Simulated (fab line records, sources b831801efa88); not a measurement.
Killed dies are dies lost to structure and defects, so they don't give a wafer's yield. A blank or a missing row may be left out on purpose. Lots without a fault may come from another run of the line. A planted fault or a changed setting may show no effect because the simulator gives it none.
A struck lot beside a sound one | flow sky130 | 15 steps out of a route of 708
Sound: wafers L369.1, L369.3, L369.5. Struck: wafers L380.1, L380.6. (L380.5 of the same lot was not struck and is left out.) The cause comes at the end.
At each step with rows: each side's tool, then ch and its chambers, then its first start. Under that, the readings that differ: sound wafers | struck wafers | difference of the means | sigmas: that difference in standard deviations of wafers without a fault.
alike: readings whose means differ by less than 2 such deviations, and words and numbers that are the same on both sides. not compared: withheld readings, readings that some wafer has no value for, bounds like >300 that may hide the same value, and numbers for which the record gives no deviation and whose values overlap.
The two part at a step that has a row with sigmas, a row that says differs or no value, or rows on one side only. Numbers that don't overlap but have no deviation are shown without sigmas and don't part them. A reading that every wafer of one side lacks parts them only if that side has two wafers or more.

first, 1 step without rows for these wafers: SKY_LDD_P_IMPLANT_09.
SKY_LDD_P_STRIP_10: strips in O2/N2.
  sound on plasma_asher-04 ch 0,1, day 19 00:27; struck on plasma_asher-01 ch 1, day 23 06:32
  alike: drypump_motor_current_A, n2_flow_sccm, oes_product_au, strip_time_to_endpoint_s
  not compared: rf_hours_counter_h
SKY_LDD_P_TW_MEAS_11:
  sound on film_metro-04, day 19 00:33; struck on film_metro-02, day 23 06:38
  alike: LDD_P_TW
then, 7 steps without rows for these wafers: SKY_LDD_HVN_DEHYDRATE_00 (time 60 s); SKY_LDD_HVN_HMDS_01 (prime time 60 s); SKY_LDD_HVN_COAT_02 (resist thk 300 nm); SKY_LDD_HVN_SOFTBAKE_03 (time 60 s); SKY_LDD_HVN_EXPOSE_04 (exposes mask HVNTM, target cd 700 nm); SKY_LDD_HVN_PEB_05; SKY_LDD_HVN_DEVELOP_06 (develop time 60 s).
SKY_LDD_HVN_OVL_MEAS_07:
  sound on overlay-01, day 20 07:04; struck on overlay-01, day 24 12:26
  alike: LDD_HVN_OVL
then, 1 step without rows for these wafers: SKY_LDD_HVN_IMPLANT_08.
SKY_LDD_HVN_STRIP_09: strips in O2/N2.
  sound on plasma_asher-02 ch 0,1, day 20 07:16; struck on plasma_asher-03 ch 0, day 24 12:43
  reading                      | sound             | struck      | difference | sigmas
  n2_flow_sccm (sccm)          | 298.7 301.5 300.8 | 239.5 240.3 | -60.4      | -66
  strip_time_to_endpoint_s (s) | 4.121 4.119 4.132 | 4.161 4.156 | +0.035     | +2
  alike: drypump_motor_current_A, oes_product_au
  not compared: rf_hours_counter_h
SKY_LDD_HVN_TW_MEAS_10:
  sound on film_metro-04, day 20 07:22; struck on film_metro-02, day 24 12:49
  alike: LDD_HVN_TW
SKY_PAD_OPEN_PROBE_99:
  the record has rows for the sound wafers here (prober-02, day 45 21:12) and none for the struck ones

WHERE THEY PART
First at SKY_LDD_HVN_STRIP_09; last, within this record, at SKY_PAD_OPEN_PROBE_99.

WHY: what the simulator had put in
Process parameter drift: plasma_asher-03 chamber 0, from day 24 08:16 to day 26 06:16, at SKY_LDD_HVN_STRIP_09. Setting n2_flow_sccm, moved by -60, from 300. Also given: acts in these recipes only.
